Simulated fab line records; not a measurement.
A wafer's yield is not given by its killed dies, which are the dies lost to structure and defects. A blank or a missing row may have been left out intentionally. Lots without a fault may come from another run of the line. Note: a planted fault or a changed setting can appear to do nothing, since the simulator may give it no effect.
fab line records -- flow sky130
[record] lots = 15, wafers = 45, lastDay = 50
route steps=708 shown VIA4@642 METAL5@664 PASSIVATION@692
lots untouched by any fault: they come from a run of this same line in which no faults occurred
startH: hours from the record's opening day to when the first of the lot's shown wafers began -- waitH: hours from the lot's prior step to this one -- " unchanged from the row above -- L1.1+2: one row covering several wafers at once -- - either no value or no given start -- * or withheld: withheld -- < > ~ a bound
route shown NAME@n: NAME is a module with steps in the file, n the number in the route of the first one -- usual: mean/standard deviation of fault-free wafers -- same: alike in all rows -- chamber/n: place in a boat -- sites: per-site readings -- _std_site: the standard deviation of these -- _edge_site: inner sites' mean taken away from outer sites' mean -- radiusMm: for every site, how far away it sits from the centre of the wafer -- mask NAME#n: copy n -- behind: tool/chamber where the wafer was last shaped -- hold: reason for holding the lot/hours on hold/outcome of the hold -- device: the transistor (n, p or np) that didn't switch -- end of line: tests of these same wafers at the route's end -- where a step has no rows: the recipe by itself -- killed: dies lost to structure and defects at the first sort, not the wafer's yield -- map: dies across one wafer; x = killed, . = not, _ = none there
set.NAME: the setting the step ran with; set.NAME@STEP: the setting that earlier step ran with -- model.NAME: the simulator's own value behind a step, which no gauge read
the route's steps for a sample of lots (tables are steps, rows are wafers)
services: from which hour (startH, from the record's first day; less than 0 if before it) a tool's chamber was out of use, for how many hours, and why
[[steps]]
[step SKY_VIA4_BOW_MEAS_03]
[recipe] mode = bow
[usual] VIA4_BOW = 80/9
lot.wafer,tool,chamber,startH,waitH,VIA4_BOW[um]
L673.4,filmMetro-01,-,993.54,0.3,76
L673.5,filmMetro-01,-,993.54,0.3,93
L673.6,filmMetro-01,-,993.54,0.3,91
L674.1,filmMetro-03,-,1005.80,0.1,70
L674.2,filmMetro-03,-,1005.80,0.1,83
L674.4,filmMetro-03,-,1005.80,0.1,73
L676.1,filmMetro-03,-,1016.75,0.2,84
L676.2,filmMetro-03,-,1016.75,0.2,88
L676.3,filmMetro-03,-,1016.75,0.2,88
L677.2,filmMetro-03,-,1019.27,0.2,86
L677.3,filmMetro-03,-,1019.27,0.2,76
L677.6,filmMetro-03,-,1019.27,0.2,75
L678.1,filmMetro-03,-,1029.53,0.1,87
L678.3,filmMetro-03,-,1029.53,0.1,75
L678.6,filmMetro-03,-,1029.53,0.1,69
L679.4,filmMetro-03,-,1030.30,0.3,78
L679.5,filmMetro-03,-,1030.30,0.3,81
L679.6,filmMetro-03,-,1030.30,0.3,74
L680.4,filmMetro-04,-,1038.70,0.3,68
L680.5,filmMetro-04,-,1038.70,0.3,73
L680.6,filmMetro-04,-,1038.70,0.3,75
L681.1,filmMetro-04,-,1045.44,0.2,98
L681.2,filmMetro-04,-,1045.44,0.2,89
L681.3,filmMetro-04,-,1045.44,0.2,93
L682.3,filmMetro-03,-,1049.58,0.1,76
L682.5,filmMetro-03,-,1049.58,0.1,77
L682.6,filmMetro-03,-,1049.58,0.1,82
L686.2,filmMetro-04,-,1080.58,0.2,48
L686.4,filmMetro-04,-,1080.58,0.2,69
L686.6,filmMetro-04,-,1080.58,0.2,76
L687.4,filmMetro-03,-,1081.62,0.2,74
L687.5,filmMetro-03,-,1081.62,0.2,82
L687.6,filmMetro-03,-,1081.62,0.2,85
L688.1,filmMetro-04,-,1093.63,0.1,85
L688.5,filmMetro-04,-,1093.63,0.1,75
L688.6,filmMetro-04,-,1093.63,0.1,88
L693.1,filmMetro-01,-,1120.11,0.2,79
L693.3,filmMetro-01,-,1120.11,0.2,78
L693.6,filmMetro-01,-,1120.11,0.2,73
L694.1,filmMetro-04,-,1128.44,0.1,67
L694.2,filmMetro-04,-,1128.44,0.1,88
L694.3,filmMetro-04,-,1128.44,0.1,92
L695.3,filmMetro-04,-,1135.52,0.1,77
L695.4,filmMetro-04,-,1135.52,0.1,83
L695.6,filmMetro-04,-,1135.52,0.1,84
[step SKY_METAL5_SPUTTER_03]
[recipe] material = Ti, targetThkNm = 5, powerW = 3000, timeS = 3.3, chamberPressurePa = 0.4
[usual] throttleValvePct = 30.1/0.7
lot.wafer,tool,chamber,startH,waitH,throttleValvePct
L673.4,pvdSputter-03,-,1018.15,0.0,30.9
L673.5,pvdSputter-03,-,1018.15,0.0,31.0
L673.6,pvdSputter-03,-,1018.15,0.0,30.1
L674.1,pvdSputter-02,-,1029.38,0.0,29.2
L674.2,pvdSputter-02,-,1029.38,0.0,28.9
L674.4,pvdSputter-02,-,1029.38,0.0,29.9
L676.1,pvdSputter-03,-,1040.63,0.0,31.2
L676.2,pvdSputter-03,-,1040.63,0.0,30.3
L676.3,pvdSputter-03,-,1040.63,0.0,29.7
L677.2,pvdSputter-02,-,1044.24,0.0,31.5
L677.3,pvdSputter-02,-,1044.24,0.0,30.1
L677.6,pvdSputter-02,-,1044.24,0.0,30.2
L678.1,pvdSputter-02,-,1053.14,0.0,30.0
L678.3,pvdSputter-02,-,1053.14,0.0,29.1
L678.6,pvdSputter-02,-,1053.14,0.0,29.4
L679.4,pvdSputter-03,-,1053.53,0.0,30.2
L679.5,pvdSputter-03,-,1053.53,0.0,29.5
L679.6,pvdSputter-03,-,1053.53,0.0,30.1
L680.4,pvdSputter-01,-,1061.38,0.0,30.7
L680.5,pvdSputter-01,-,1061.38,0.0,30.9
L680.6,pvdSputter-01,-,1061.38,0.0,29.6
L681.1,pvdSputter-02,-,1068.64,0.0,29.2
L681.2,pvdSputter-02,-,1068.64,0.0,29.2
L681.3,pvdSputter-02,-,1068.64,0.0,29.8
L682.3,pvdSputter-03,-,1072.37,0.0,29.9
L682.5,pvdSputter-03,-,1072.37,0.0,31.0
L682.6,pvdSputter-03,-,1072.37,0.0,30.2
L686.2,pvdSputter-02,-,1103.11,0.0,29.3
L686.4,pvdSputter-02,-,1103.11,0.0,29.2
L686.6,pvdSputter-02,-,1103.11,0.0,29.2
L687.4,pvdSputter-03,-,1109.57,0.0,31.0
L687.5,pvdSputter-03,-,1109.57,0.0,29.7
L687.6,pvdSputter-03,-,1109.57,0.0,30.2
L688.1,pvdSputter-03,-,1115.27,0.0,29.7
L688.5,pvdSputter-03,-,1115.27,0.0,30.2
L688.6,pvdSputter-03,-,1115.27,0.0,31.0
L693.1,pvdSputter-02,-,1140.82,0.0,29.5
L693.3,pvdSputter-02,-,1140.82,0.0,29.1
L693.6,pvdSputter-02,-,1140.82,0.0,31.5
L694.1,pvdSputter-03,-,1148.81,0.0,30.3
L694.2,pvdSputter-03,-,1148.81,0.0,30.5
L694.3,pvdSputter-03,-,1148.81,0.0,29.5
L695.3,pvdSputter-03,-,1154.82,0.0,29.9
L695.4,pvdSputter-03,-,1154.82,0.0,29.6
L695.6,pvdSputter-03,-,1154.82,0.0,30.2
[step SKY_METAL5_METAL_ETCH_15]
[recipe] targetDepthA = 12600, stopOn = SiO2, overEtchFrac = 0.2, timeS = 252, chemistry = Cl2/BCl3, resistSidewallDeg = 86, pressureMtorr = 10, icpW = 900, biasW = 48.5, Cl2_flow_sccm = 60, bcl3FlowSccm = 30
[usual] bcl3FlowSccm = 30.01/0.078, biasW = 48.53/0.13, drypumpMotorCurrentA = 5.6/0.5, oesProductAu = 0.894/0.005, throttleValvePct = 22.264/0.0086
lot.wafer,tool,chamber,startH,waitH,bcl3FlowSccm,biasW,drypumpMotorCurrentA,oesProductAu,rfHoursCounterH,throttleValvePct
L673.4,rieMetal-02,1,1040.93,0.1,29.96,48.32,5.2,0.897,-,22.264
L673.5,rieMetal-02,1,1040.93,0.1,29.94,48.50,5.2,0.897,-,22.265
L673.6,rieMetal-02,0,1040.93,0.1,30.11,48.66,6.4,0.884,-,22.253
L674.1,rieMetal-01,1,1051.21,0.0,30.08,48.40,5.7,0.883,24,22.264
L674.2,rieMetal-01,0,1051.21,0.0,29.92,48.57,5.3,0.899,18,22.266
L674.4,rieMetal-01,0,1051.21,0.0,29.97,48.61,5.3,0.900,-,22.273
L676.1,rieMetal-04,1,1062.11,0.0,29.96,48.55,5.3,0.902,15,22.262
L676.2,rieMetal-04,0,1062.11,0.0,29.89,48.53,6.3,0.898,11,22.261
L676.3,rieMetal-04,0,1062.11,0.0,29.85,48.42,6.3,0.893,-,22.274
L677.2,rieMetal-01,0,1065.76,0.0,30.03,48.62,5.3,0.894,19,22.243
L677.3,rieMetal-01,0,1065.76,0.0,30.04,48.57,5.2,0.906,-,22.254
L677.6,rieMetal-01,0,1065.76,0.0,30.08,48.61,5.3,0.894,-,22.275
L678.1,rieMetal-04,1,1075.11,0.0,30.06,48.34,5.3,0.887,15,22.270
L678.3,rieMetal-04,0,1075.11,0.0,30.08,48.38,6.4,0.898,-,22.264
L678.6,rieMetal-04,1,1075.11,0.0,30.05,48.48,5.3,0.897,-,22.261
L679.4,rieMetal-01,1,1075.49,0.1,30.00,48.34,5.7,0.890,-,22.258
L679.5,rieMetal-01,1,1075.49,0.1,29.94,48.77,5.7,0.902,-,22.262
L679.6,rieMetal-01,0,1075.49,0.1,29.93,48.38,5.3,0.891,-,22.269
L680.4,rieMetal-04,1,1082.74,0.1,30.02,48.75,5.3,0.899,-,22.263
L680.5,rieMetal-04,0,1082.74,0.1,29.85,48.67,6.4,0.893,-,22.267
L680.6,rieMetal-04,1,1082.74,0.1,30.01,48.56,5.3,0.885,-,22.270
L681.1,rieMetal-04,1,1089.61,0.0,29.91,48.45,5.3,0.903,17,22.256
L681.2,rieMetal-04,0,1089.61,0.0,30.05,48.61,6.4,0.883,13,22.258
L681.3,rieMetal-04,0,1089.61,0.0,30.02,48.54,6.4,0.893,-,22.273
L682.3,rieMetal-01,1,1092.99,0.1,30.01,48.43,5.7,0.886,-,22.276
L682.5,rieMetal-01,1,1092.99,0.1,30.03,48.49,5.7,0.896,-,22.261
L682.6,rieMetal-01,0,1092.99,0.1,29.98,48.52,5.3,0.895,-,22.272
L686.2,rieMetal-04,1,1122.76,0.0,30.17,48.68,5.3,0.902,21,22.269
L686.4,rieMetal-04,1,1122.76,0.0,30.10,48.51,5.3,0.895,-,22.257
L686.6,rieMetal-04,0,1122.76,0.0,29.97,48.47,6.4,0.889,-,22.264
L687.4,rieMetal-01,0,1129.42,0.3,30.00,48.55,5.3,0.893,-,22.273
L687.5,rieMetal-01,0,1129.42,0.3,29.98,48.72,5.3,0.892,-,22.275
L687.6,rieMetal-01,0,1129.42,0.3,29.97,48.71,5.3,0.901,-,22.279
L688.1,rieMetal-02,1,1135.26,0.0,29.99,48.28,5.2,0.890,16,22.266
L688.5,rieMetal-02,0,1135.26,0.0,29.82,48.44,6.4,0.889,-,22.254
L688.6,rieMetal-02,1,1135.26,0.0,30.03,48.47,5.2,0.895,-,22.260
L693.1,rieMetal-02,0,1158.81,0.0,30.02,48.47,6.4,0.893,11,22.269
L693.3,rieMetal-02,1,1158.81,0.0,30.01,48.80,5.2,0.897,-,22.283
L693.6,rieMetal-02,1,1158.81,0.0,30.03,48.49,5.2,0.888,-,22.260
L694.1,rieMetal-04,0,1167.55,0.0,29.91,48.63,6.3,0.896,18,22.270
L694.2,rieMetal-04,1,1167.55,0.0,30.11,48.66,5.3,0.890,25,22.265
L694.3,rieMetal-04,1,1167.55,0.0,30.04,48.36,5.3,0.898,-,22.257
L695.3,rieMetal-04,0,1172.29,0.1,30.03,48.56,6.4,0.892,-,22.279
L695.4,rieMetal-04,1,1172.29,0.1,30.00,48.72,5.3,0.899,-,22.256
L695.6,rieMetal-04,0,1172.29,0.1,30.08,48.52,6.3,0.896,-,22.270
[step SKY_PASSIVATION_ETCH_11]
[recipe] chemistry = CF4/O2, targetDepthNm = 725, stopOn = AlCu, sourceW = 800, biasW = 150, pressureMtorr = 150, cf4FlowSccm = 80, O2_flow_sccm = 10, timeS = 161.1
[usual] O2_flow_sccm = 10.000/0.026, biasW = 150.0/0.4, cf4FlowSccm = 80.03/0.23, drypumpMotorCurrentA = 5.9/0.54, oesProductAu = 0.978/0.0067, throttleValvePct = 5.965/0.0094
lot.wafer,tool,chamber,startH,waitH,O2_flow_sccm,biasW,cf4FlowSccm,drypumpMotorCurrentA,oesProductAu,rfHoursCounterH,throttleValvePct
L673.4,rieDiel-02,0,1063.72,-,9.939,150.2,80.27,6.2,0.979,1,5.975
L673.5,rieDiel-02,2,1063.72,-,9.989,149.6,80.24,5.9,0.979,-,5.971
L673.6,rieDiel-02,1,1063.72,-,10.025,150.3,80.04,6.6,0.973,-,5.966
L674.1,rieDiel-01,2,1073.07,-,9.981,149.5,80.54,5.3,0.978,17,5.971
L674.2,rieDiel-01,3,1073.07,-,10.008,149.6,79.96,5.1,0.981,28,5.976
L674.4,rieDiel-01,2,1073.07,-,10.011,149.1,80.07,5.3,0.988,-,5.958
L676.1,rieDiel-03,3,1084.02,-,10.026,150.3,80.06,6.6,0.978,16,5.956
L676.2,rieDiel-03,1,1084.02,-,9.999,150.7,80.02,5.0,0.977,1,5.963
L676.3,rieDiel-03,2,1084.02,-,9.983,149.8,80.15,6.0,0.981,12,5.964
L677.2,rieDiel-02,0,1087.62,-,9.995,149.9,79.97,6.2,0.980,2,5.967
L677.3,rieDiel-02,2,1087.62,-,10.008,150.0,79.92,5.8,0.978,11,5.962
L677.6,rieDiel-02,0,1087.62,-,9.996,149.8,80.04,6.2,0.964,-,5.968
L678.1,rieDiel-01,3,1097.13,-,9.974,151.4,79.90,5.0,0.975,29,5.966
L678.3,rieDiel-01,2,1097.13,-,9.990,150.5,79.90,5.3,0.972,18,5.955
L678.6,rieDiel-01,3,1097.13,-,9.968,150.8,79.48,5.0,0.987,-,5.961
L679.4,rieDiel-03,1,1097.57,-,9.947,150.0,79.91,4.9,0.973,2,5.975
L679.5,rieDiel-03,0,1097.57,-,10.011,150.1,79.83,5.8,0.980,-,5.958
L679.6,rieDiel-03,3,1097.57,-,10.006,149.9,79.84,6.5,0.983,-,5.965
L680.4,rieDiel-01,2,1104.67,-,10.027,149.6,80.40,5.3,0.978,18,5.966
L680.5,rieDiel-01,3,1104.67,-,9.991,149.3,79.95,5.0,0.977,-,5.958
L680.6,rieDiel-01,2,1104.67,-,9.993,150.1,80.19,5.3,0.982,-,5.943
L681.1,rieDiel-03,3,1110.78,-,10.013,149.8,80.28,6.5,0.976,17,5.971
L681.2,rieDiel-03,2,1110.78,-,10.037,150.3,80.19,6.0,0.978,13,5.951
L681.3,rieDiel-03,0,1110.78,-,10.013,150.2,80.06,5.8,0.977,1,5.953
L682.3,rieDiel-02,2,1113.88,-,10.006,149.5,79.52,5.9,0.973,11,5.960
L682.5,rieDiel-02,1,1113.88,-,10.030,150.0,79.75,6.6,0.983,-,5.957
L682.6,rieDiel-02,0,1113.88,-,9.992,150.3,79.99,6.2,0.983,-,5.974
L686.2,rieDiel-01,1,1142.87,-,-,-,-,-,-,-,-
L686.4,rieDiel-01,0,1142.87,-,-,-,-,-,-,-,-
L686.6,rieDiel-01,2,1142.87,-,-,-,-,-,-,-,-
L687.4,rieDiel-03,3,1149.07,-,-,-,-,-,-,-,-
L687.5,rieDiel-03,2,1149.07,-,-,-,-,-,-,-,-
L687.6,rieDiel-03,3,1149.07,-,-,-,-,-,-,-,-
L688.1,rieDiel-01,3,1154.73,-,-,-,-,-,-,-,-
L688.5,rieDiel-01,0,1154.73,-,-,-,-,-,-,-,-
L688.6,rieDiel-01,1,1154.73,-,-,-,-,-,-,-,-
L693.1,rieDiel-02,0,1176.82,-,10.004,149.8,80.07,6.3,0.969,5,5.965
L693.3,rieDiel-02,3,1176.82,-,9.958,149.4,80.15,6.1,0.974,22,5.978
L693.6,rieDiel-02,1,1176.82,-,10.039,150.2,80.33,6.7,0.968,-,5.970
L694.1,rieDiel-02,0,1184.97,-,10.008,149.8,80.34,6.3,0.980,5,5.949
L694.2,rieDiel-02,3,1184.97,-,10.007,150.1,79.93,6.2,0.989,22,5.974
L694.3,rieDiel-02,1,1184.97,-,9.964,149.4,80.49,6.6,0.983,20,5.983
L695.3,rieDiel-02,0,1189.83,-,10.026,151.0,79.63,6.2,0.967,5,5.967
L695.4,rieDiel-02,1,1189.83,-,9.983,149.8,79.69,6.6,0.965,20,5.959
L695.6,rieDiel-02,2,1189.83,-,9.999,150.0,80.00,5.8,0.973,-,5.960
[step SKY_PASSIVATION_STRIP_12]
[recipe] chemistry = O2/N2, powerW = 1400, pressureMtorr = 1500, platenTempC = withheld, overashFraction = 0.7, o2FlowSccm = 3000, n2FlowSccm = 300
[usual] drypumpMotorCurrentA = 5.73/0.17, oesProductAu = 0.661/0.0046, stripTimeToEndpointS = 31.52/0.14
lot.wafer,tool,chamber,startH,waitH,drypumpMotorCurrentA,oesProductAu,rfHoursCounterH,stripTimeToEndpointS
L673.4,plasmaAsher-03,0,1063.86,0.1,5.84,0.661,-,31.59
L673.5,plasmaAsher-03,0,1063.86,0.1,5.87,0.664,-,31.55
L673.6,plasmaAsher-03,1,1063.86,0.1,5.45,0.665,-,31.49
L674.1,plasmaAsher-03,1,1073.18,0.1,5.42,0.667,32,31.47
L674.2,plasmaAsher-03,0,1073.18,0.1,5.88,0.671,32,31.56
L674.4,plasmaAsher-03,1,1073.18,0.1,5.37,0.661,-,31.47
L676.1,plasmaAsher-04,1,1084.13,0.1,5.87,0.669,2,31.38
L676.2,plasmaAsher-04,0,1084.13,0.1,5.75,0.655,2,31.53
L676.3,plasmaAsher-04,0,1084.13,0.1,5.75,0.657,-,31.50
L677.2,plasmaAsher-04,0,1087.73,0.1,5.74,0.659,2,31.33
L677.3,plasmaAsher-04,0,1087.73,0.1,5.74,0.668,-,31.54
L677.6,plasmaAsher-04,0,1087.73,0.1,5.73,0.653,-,31.30
L678.1,plasmaAsher-03,1,1097.32,0.1,5.41,0.659,34,31.60
L678.3,plasmaAsher-03,1,1097.32,0.1,5.38,0.663,-,31.53
L678.6,plasmaAsher-03,1,1097.32,0.1,5.40,0.658,-,31.59
L679.4,plasmaAsher-02,1,1097.71,0.1,5.89,0.658,-,31.62
L679.5,plasmaAsher-02,0,1097.71,0.1,5.61,0.661,-,31.58
L679.6,plasmaAsher-02,1,1097.71,0.1,5.88,0.657,-,31.51
L680.4,plasmaAsher-02,0,1104.81,0.1,5.61,0.658,-,31.54
L680.5,plasmaAsher-02,1,1104.81,0.1,5.87,0.661,-,31.54
L680.6,plasmaAsher-02,0,1104.81,0.1,5.61,0.660,-,31.47
L681.1,plasmaAsher-04,1,1110.89,0.1,5.88,0.661,5,31.47
L681.2,plasmaAsher-04,0,1110.89,0.1,5.74,0.664,5,31.43
L681.3,plasmaAsher-04,0,1110.89,0.1,5.74,0.661,-,31.53
L682.3,plasmaAsher-04,1,1114.02,0.1,5.85,0.665,-,31.50
L682.5,plasmaAsher-04,1,1114.02,0.1,5.89,0.663,-,31.53
L682.6,plasmaAsher-04,0,1114.02,0.1,5.76,0.653,-,31.38
L686.2,plasmaAsher-02,1,1142.98,0.1,5.87,0.673,98,36.90
L686.4,plasmaAsher-02,0,1142.98,0.1,5.60,0.668,-,36.95
L686.6,plasmaAsher-02,0,1142.98,0.1,5.61,0.666,-,36.88
L687.4,plasmaAsher-03,0,1149.21,0.1,5.91,0.658,-,36.83
L687.5,plasmaAsher-03,0,1149.21,0.1,5.89,0.663,-,36.85
L687.6,plasmaAsher-03,1,1149.21,0.1,5.42,0.667,-,37.00
L688.1,plasmaAsher-02,0,1154.84,0.1,5.62,0.668,99,36.87
L688.5,plasmaAsher-02,1,1154.84,0.1,5.88,0.664,-,36.91
L688.6,plasmaAsher-02,0,1154.84,0.1,5.62,0.664,-,37.06
L693.1,plasmaAsher-04,1,1176.93,0.1,5.88,0.668,11,31.29
L693.3,plasmaAsher-04,1,1176.93,0.1,5.87,0.661,-,31.38
L693.6,plasmaAsher-04,1,1176.93,0.1,5.88,0.665,-,31.40
L694.1,plasmaAsher-04,1,1185.08,0.1,5.88,0.657,12,31.60
L694.2,plasmaAsher-04,0,1185.08,0.1,5.76,0.662,12,31.52
L694.3,plasmaAsher-04,1,1185.08,0.1,5.86,0.665,-,31.58
L695.3,plasmaAsher-04,0,1189.97,0.1,5.74,0.652,-,31.72
L695.4,plasmaAsher-04,1,1189.97,0.1,5.86,0.657,-,31.76
L695.6,plasmaAsher-04,0,1189.97,0.1,5.75,0.669,-,31.69
[[services]]
tool,chamber,startH,hours,kind
rieMetal-02,-,1000.08,1.2,repair
plasmaAsher-02,-,1001.02,6.4,repair
rieDiel-03,3,1003.14,3.2,repair
rieDiel-01,-,1028.10,4.2,repair
rieMetal-04,-,1033.62,2.8,pm
rieDiel-01,1,1053.00,20.2,repair
pvdSputter-02,-,1054.42,3.2,repair
plasmaAsher-04,-,1055.25,9.0,pm
rieDiel-01,-,1056.77,2.8,pm
plasmaAsher-02,-,1081.60,10.9,repair
rieDiel-02,-,1090.71,2.8,pm
rieMetal-01,1,1093.26,3.6,repair
plasmaAsher-02,-,1094.85,2.6,repair
plasmaAsher-04,-,1094.92,4.0,repair
rieMetal-02,0,1095.10,13.4,repair
pvdSputter-02,-,1111.53,1.7,repair
rieDiel-03,2,1115.20,13.1,repair
rieDiel-02,3,1137.21,10.0,repair
plasmaAsher-02,-,1174.41,0.9,repair
plasmaAsher-03,-,1176.09,1.8,repair
pvdSputter-02,-,1178.70,6.6,repair
pvdSputter-03,-,1178.81,0.8,repair
rieDiel-01,-,1181.90,0.4,repair
rieDiel-02,-,1181.94,0.3,repair
[[key]]
[firstSign] step = SKY_PASSIVATION_ETCH_11, reading = toolRecord, direction = missing
[effect] step = SKY_PASSIVATION_STRIP_12, reading = stripTimeToEndpointS, direction = up, sigmas = 39, usual = *, struck = *
metAt SKY_PASSIVATION_ETCH_11
struckLots L686,L687,L688
laterRowsLeftOut L686.2,L686.4,L686.6,L687.4,L687.5,L687.6,L688.1,L688.5,L688.6
sortLeftOut L686.2,L686.4,L686.6,L687.4,L687.5,L687.6,L688.1,L688.5,L688.6
notActingAt SKY_VIA4_BOW_MEAS_03,SKY_METAL5_SPUTTER_03,SKY_METAL5_METAL_ETCH_15
onsetBetween 1110.78 1142.87
[fault] kind = skippedStepWhole, tool = rieDiel-01,rieDiel-03, chamber = -, onsetH = 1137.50, steps = SKY_PASSIVATION_ETCH_11, scope = struckLotsOnly
// sortLeftOut: the simulated sort isn't trusted on such a fault, so these wafers' sort isn't shown, and their yield isn't known
// laterRowsLeftOut: the simulator's readings of these wafers behind a module that went badly wrong aren't trusted and aren't shown, but for the sort
